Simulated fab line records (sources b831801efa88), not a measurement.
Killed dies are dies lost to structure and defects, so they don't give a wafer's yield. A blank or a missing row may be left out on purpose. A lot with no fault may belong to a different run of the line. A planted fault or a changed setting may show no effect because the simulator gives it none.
Struck lot and sound lot, side by side -- flow sfq line -- 42 out of 325 route steps
Sound: these wafers, L837.1, L837.3, L837.4. The struck wafers were L852.1, L852.5, L852.6. The cause is named last.
Each step with rows lists, per side, the tool, then ch with its chambers, then its first start. Under that, the readings that differ: sound wafers -- struck wafers -- difference of the means -- sigmas: that difference in standard deviations of wafers without a fault.
alike: same words and numbers on both sides, and readings whose means sit less than 2 such deviations apart. not compared: any withheld reading, any reading some wafer has no value for, any bound like >300 that may hide the same value, and any number with overlapping values for which the record gives no deviation.
A row with sigmas, a row that says differs or no value, or rows on one side alone: a step with any of these is where the two part. Non-overlapping numbers with no deviation appear without sigmas and do not part them. A reading missing from all wafers of one side parts the sides only when that side holds two or more wafers.

first, 3 steps without rows for these wafers: SFQ_TRILAYER_JJ_CE_BARC_OPEN_RIE_150 (chemistry O2, target BARC, target depth 240 nm, time 80 s); SFQ_TRILAYER_JJ_CE_ETCH_RIE_118 (chemistry SF6, target Nb, stops on Al2O3, time 97.7 s, target depth 170 nm); SFQ_TRILAYER_JJ_ANODIZE_ANODIZE_119.
SFQ_TRILAYER_JJ_CE_STRIP_STRIP_120: strips in O2.
  sound on rie metal-04 ch 0,1, day 54 23:07; struck on rie metal-04 ch 0,1, day 62 12:28
  alike: chamber pressure mTorr, drypump motor current A, oes product au
  not compared: rf hours counter h
then, 7 steps without rows for these wafers: SFQ_TRILAYER_JJ_CE_STRIP_SOLV_CLEAN_121 (cleans in NMP, time 600 s); SFQ_TRILAYER_M5_LITHO_COAT_128 (resist thk 62 nm); SFQ_TRILAYER_M5_LITHO_COAT_123 (resist thk 600 nm); SFQ_TRILAYER_M5_LITHO_SOFTBAKE_127; SFQ_TRILAYER_M5_LITHO_EXPOSE_124 (exposes mask M5, target cd 700 nm); SFQ_TRILAYER_M5_LITHO_PEB_126 (peb time 60 s); SFQ_TRILAYER_M5_LITHO_DEVELOP_125 (time 60 s).
-- the record jumps here: 5 days lie between the struck wafers' starts before and after --
SFQ_M5_OVL_MEAS_932:
  sound on overlay-01, day 59 19:08; struck on overlay-01, day 67 03:11
  alike: M5_OVL
SFQ_TRILAYER_M5_BARC_OPEN_METAL_ETCH_161: etches BARC in O2, target depth 125 nm, time 41.7 s.
  sound on rie metal-01 ch 0,1, day 59 19:10; struck on rie metal-04 ch 0,1, day 67 03:14
  no value came back on the struck wafers for bias w (W), chamber pressure mTorr (mTorr), drypump motor current A (A), oes product au (a.u.); on the sound wafers bias w (W) reads 80.03 79.92 80.14
reading,sound,struck,difference,sigmas
model.KrF_of_TRILAYER_M5_LITHO_COAT_123.thk nm (nm),518.5 521.2 519,576.4 575.3 576,+56.3,
  not compared: rf hours counter h
SFQ_TRILAYER_M5_ETCH_METAL_ETCH_126: etches Nb in Cl2/BCl3, stops on SiO2, time 203.2 s, target depth 265 nm.
  sound on rie metal-01 ch 0,1, day 59 19:13; struck on rie metal-04 ch 0,1, day 67 03:17
reading,sound,struck,difference,sigmas
oes product au (a.u.),0.730 0.728 0.737,0.370 0.378 0.374,-0.358,-63
model.KrF_of_TRILAYER_M5_LITHO_COAT_123.thk nm (nm),367.5 370.7 368.2,425 424.9 427.3,+57,
  alike: bias w, chamber pressure mTorr, drypump motor current A
  not compared: rf hours counter h
then, 5 steps without rows for these wafers: SFQ_TRILAYER_M5_STRIP_STRIP_127 (strips in O2); SFQ_TRILAYER_M5_STRIP_SOLV_CLEAN_128 (cleans in NMP, time 600 s); SFQ_TRILAYER_A5B_DEP_PECVD_129 (deposits SiO2 from SiH4/N2O, time 133.33 s, target thk 600 nm); SFQ_TRILAYER_A5B_CMP_CMP_130 (polishes, stops on Nb, target thk 340.7 nm); SFQ_TRILAYER_A5B_METRO_MEASURE_131.
SFQ_TRILAYER_R5_DEP_SPUTTER_132: material Ti, target thk 5 nm, time 5 s.
  sound on pvd sputter-05, day 60 00:29; struck on pvd sputter-04, day 67 11:33
  alike: throttle valve pct
then, 1 step without rows for these wafers: SFQ_TRILAYER_R5_DEP_SPUTTER_133 (material MoNx, target thk 40 nm, time 66.7 s).
SFQ_TRILAYER_R5_DEP_SPUTTER_134: material Ti, target thk 5 nm, time 5 s.
  sound on pvd sputter-05, day 60 00:34; struck on pvd sputter-04, day 67 11:37
  alike: throttle valve pct
SFQ_R5_RS_MEAS_933: a four-point-probe measurement.
  sound on film metro-03, day 60 00:34; struck on film metro-03, day 67 11:38
  alike: R5_MONX_RS
SFQ_R5_THK_MEAS_934: measures by xrf.
  sound on film metro-03, day 60 00:41; struck on film metro-03, day 67 11:46
  alike: R5_MONX_THK
then, 3 steps without rows for these wafers: SFQ_TRILAYER_R5_LITHO_COAT_141 (resist thk 62 nm); SFQ_TRILAYER_R5_LITHO_COAT_136 (resist thk 600 nm); SFQ_TRILAYER_R5_LITHO_SOFTBAKE_140.
-- the record jumps here: 4 days lie between the struck wafers' starts before and after --
SFQ_TRILAYER_R5_LITHO_EXPOSE_137: exposes mask R5, target cd 500 nm.
  sound on krf scanner-01 ch 0, day 65 04:45; struck on krf scanner-01, day 71 13:28
  no value came back on the struck wafers for exposure dose mJ cm2, focus offset nm (nm); on the sound wafers exposure dose mJ cm2 reads 14.396 14.414 14.395
  alike: mask
then, 2 steps without rows for these wafers: SFQ_TRILAYER_R5_LITHO_PEB_139 (peb time 60 s); SFQ_TRILAYER_R5_LITHO_DEVELOP_138 (time 60 s).
SFQ_R5_OVL_MEAS_935:
  sound on overlay-02, day 65 06:15; struck on overlay-01, day 71 14:58
reading,sound,struck,difference,sigmas
R5_OVL (nm),-8 -8 -7,- - -,no value on the struck wafers,
then, 2 steps without rows for these wafers: SFQ_TRILAYER_R5_BARC_OPEN_METAL_ETCH_177 (etches BARC in O2, target depth 125 nm, time 41.7 s); SFQ_TRILAYER_R5_ETCH_METAL_ETCH_139 (etches the open film in Cl2, stops on SiO2, target depth 60 nm, time 40 s).
SFQ_TRILAYER_R5_STRIP_STRIP_140: strips in O2.
  sound on rie metal-03 ch 0,1, day 65 06:24; struck on rie metal-02 ch 0,1, day 71 15:07
reading,sound,struck,difference,sigmas
drypump motor current A (A),5.4 5.5 6.3,6.8 6.4 6.8,+0.9,+2
  alike: chamber pressure mTorr, oes product au
  not compared: rf hours counter h
then, 1 step without rows for these wafers: SFQ_TRILAYER_R5_STRIP_SOLV_CLEAN_141 (cleans in NMP, time 600 s).
SFQ_TRILAYER_A5C_DEP_PECVD_142: deposits SiO2 from SiH4/N2O, time 15.556 s, target thk 70 nm.
  sound on pecvd-01 ch 0,2, day 65 07:11; struck on pecvd-04 ch 0,1,2, day 71 15:53
  alike: heater power w, showerhead vpp V, throttle valve pct
  not compared: since wet clean h
then, 5 steps without rows for these wafers: SFQ_TRILAYER_I5_LITHO_COAT_149 (resist thk 62 nm); SFQ_TRILAYER_I5_LITHO_COAT_144 (resist thk 650 nm); SFQ_TRILAYER_I5_LITHO_SOFTBAKE_148; SFQ_TRILAYER_I5_LITHO_PEB_147 (peb time 60 s); SFQ_TRILAYER_I5_LITHO_DEVELOP_146 (time 60 s).
-- the record jumps here: 21 days lie between the struck wafers' starts before and after --
SFQ_M8_BOW_MEAS_951:
  sound on film metro-02, day 88 05:01; struck on film metro-04, day 92 21:07
reading,sound,struck,difference,sigmas
model.etest.r5.comb log10 ohm,12 12 12,0 0 0,-12,
model.etest.m5.comb log10 ohm,12 12 12,0 0 0,-12,
model.etest.jj.g times,0.9956 0.9943 0.9963,0 0 0,-1,
  alike: M8_BOW

WHERE THEY PART
Earliest at SFQ_TRILAYER_M5_BARC_OPEN_METAL_ETCH_161; latest, in this record, at SFQ_TRILAYER_R5_STRIP_STRIP_140. Later steps at which nothing parts them and some readings are alike: SFQ_TRILAYER_A5C_DEP_PECVD_142, SFQ_M8_BOW_MEAS_951.

WHY: whatever the simulator had introduced
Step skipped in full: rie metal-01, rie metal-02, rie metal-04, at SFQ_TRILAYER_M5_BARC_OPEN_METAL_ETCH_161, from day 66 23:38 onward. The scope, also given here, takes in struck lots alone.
